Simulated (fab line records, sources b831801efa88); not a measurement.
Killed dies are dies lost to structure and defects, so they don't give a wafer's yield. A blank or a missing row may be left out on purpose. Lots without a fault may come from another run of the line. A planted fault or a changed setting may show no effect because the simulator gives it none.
A struck lot beside a sound one | flow sky130 | 26 steps out of a route of 708
Sound: wafers L837.1, L837.2, L837.4. Struck: wafers L838.3, L838.5, L838.6. The cause comes at the end.
At each step with rows: each side's tool, then ch and its chambers, then its first start. Under that, the readings that differ: sound wafers | struck wafers | difference of the means | sigmas: that difference in standard deviations of wafers without a fault.
alike: readings whose means differ by less than 2 such deviations, and words and numbers that are the same on both sides. not compared: withheld readings, readings that some wafer has no value for, bounds like >300 that may hide the same value, and numbers for which the record gives no deviation and whose values overlap.
The two part at a step that has a row with sigmas, a row that says differs or no value, or rows on one side only. Numbers that don't overlap but have no deviation are shown without sigmas and don't part them. A reading that every wafer of one side lacks parts them only if that side has two wafers or more.

SKY_PWDE_TW_MEAS_10:
  sound on film_metro-04, day 4 13:12; struck on film_metro-03, day 4 13:23
  reading | sound       | struck      | difference | sigmas
  PWDE_TW | 379 380 378 | 369 370 371 | -9         | -3
then, 7 steps without rows for these wafers: SKY_NWELL_DEHYDRATE_03 (time 60 s); SKY_NWELL_HMDS_04 (prime time 60 s); SKY_NWELL_COAT_05 (resist thk 3000 nm); SKY_NWELL_SOFTBAKE_06; SKY_NWELL_EXPOSE_07 (exposes mask NWM, target cd 840 nm); SKY_NWELL_PEB_08; SKY_NWELL_DEVELOP_09 (develop time 60 s).
SKY_NWELL_OVL_MEAS_10:
  sound on overlay-02, day 5 07:02; struck on overlay-01, day 5 07:05
  alike: NWELL_00_OVL
then, 3 steps without rows for these wafers: SKY_NWELL_IMPLANT_11; SKY_NWELL_IMPLANT_12; SKY_NWELL_IMPLANT_13.
SKY_NWELL_STRIP_14: strips in O2/N2.
  sound on plasma_asher-04 ch 0,1, day 5 07:31; struck on plasma_asher-02 ch 0,1, day 5 07:36
  reading                                 | sound             | struck            | difference                    | sigmas
  oes_product_au (a.u.)                   | 0.729 0.722 0.721 | 0.962 0.955 0.952 | +0.232                        | +51
  strip_time_to_endpoint_s (s)            | 37.07 37.04 37.01 | - - -             | no value on the struck wafers |
  model.coat_of_NWELL_COAT_05.thk_nm (nm) | 0 0 0             | 895 897.1 898.3   | +897                          |
  alike: drypump_motor_current_A
  not compared: rf_hours_counter_h
SKY_NWELL_TW_MEAS_15:
  sound on film_metro-03, day 5 07:37; struck on film_metro-04, day 5 07:41
  alike: NWELL_TW
then, 7 steps without rows for these wafers: SKY_NWELL_DEHYDRATE_16 (time 60 s); SKY_NWELL_HMDS_17 (prime time 60 s); SKY_NWELL_COAT_18 (resist thk 3000 nm); SKY_NWELL_SOFTBAKE_19; SKY_NWELL_EXPOSE_20 (exposes mask NWM COMPLEMENT, target cd 840 nm); SKY_NWELL_PEB_21; SKY_NWELL_DEVELOP_22 (develop time 60 s).
SKY_NWELL_OVL_MEAS_23:
  sound on overlay-02, day 6 02:03; struck on overlay-01, day 6 02:25
  alike: NWELL_01_OVL
then, 1 step without rows for these wafers: SKY_NWELL_IMPLANT_24.
SKY_NWELL_STRIP_25: strips in O2/N2.
  sound on plasma_asher-04 ch 0,1, day 6 02:14; struck on plasma_asher-02 ch 0,1, day 6 02:37
  reading                      | sound             | struck            | difference | sigmas
  strip_time_to_endpoint_s (s) | 36.87 36.84 36.72 | 50.18 50.10 50.25 | +13.37     | +99 or more
  alike: drypump_motor_current_A, oes_product_au
  not compared: rf_hours_counter_h
SKY_NWELL_TW_MEAS_26:
  sound on film_metro-03, day 6 02:20; struck on film_metro-03, day 6 02:42
  reading    | sound       | struck   | difference | sigmas
  NWELL_2_TW | 488 486 489 | 30 30 30 | -458       | -99 or more
then, 1 step without rows for these wafers: SKY_NWELL_CLEAN_27 (cleans in SC1/SC2, time 150 s).

WHERE THEY PART
First at SKY_PWDE_TW_MEAS_10; last, within this record, at SKY_NWELL_TW_MEAS_26.

WHY: what the simulator had put in
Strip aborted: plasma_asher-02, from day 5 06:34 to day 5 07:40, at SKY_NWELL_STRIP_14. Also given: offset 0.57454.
